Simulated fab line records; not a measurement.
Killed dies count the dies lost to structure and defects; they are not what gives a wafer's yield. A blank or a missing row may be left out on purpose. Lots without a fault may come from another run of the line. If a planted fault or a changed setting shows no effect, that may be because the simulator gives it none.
Matching of chambers	flow gf180mcu	GF_CONTACT_ETCH_16 on rie-diel-02 has 4 sister chambers
The step etches BARC in N2/H2. 4 wafers are shown with their chamber, then 8 later ones without.

WAFERS, EACH WITH ITS CHAMBER
wafer	chamber	drypump-motor-current-A (A)
L088.3	1	5.6
L088.4	3	6.4
L088.5	0	5.7
L093.4	2	6.4

WAFERS WITH NO CHAMBER GIVEN
wafer	drypump-motor-current-A (A)
L093.5	6.4
L093.6	5.7
L094.3	6.3
L094.4	6.5
L094.6	5.7
L096.1	5.7
L096.2	5.6
L096.3	6.3

CHAMBER TAKEN BY EACH
wafer	from the rows above	in truth
L093.5	can't be placed: 2 or 3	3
L093.6	can't be placed: 0 or 1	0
L094.3	can't be placed: 2 or 3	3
L094.4	can't be placed: 2 or 3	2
L094.6	can't be placed: 0 or 1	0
L096.1	can't be placed: 0 or 1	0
L096.2	can't be placed: 1 or 0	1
L096.3	can't be placed: 2 or 3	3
Correctly placed: 0 of 8. Unplaceable from these rows: 8, with the true chamber sitting among the candidates in 8. 0 placed wrongly.
How it was worked out, from the rows above alone: a wafer's distance from a chamber is the root of the sum, over the readings, of the square of ((its reading less the chamber's mean) divided by the reading's scatter). The wafer belongs to the nearest chamber; if the next one is less than 2 further off, it can't be placed. Each chamber's mean is taken over the wafers shown for it. The scatter (one wafer shown for each chamber): square how far every hidden wafer sits from the nearest shown wafer, average those squares and take the square root.
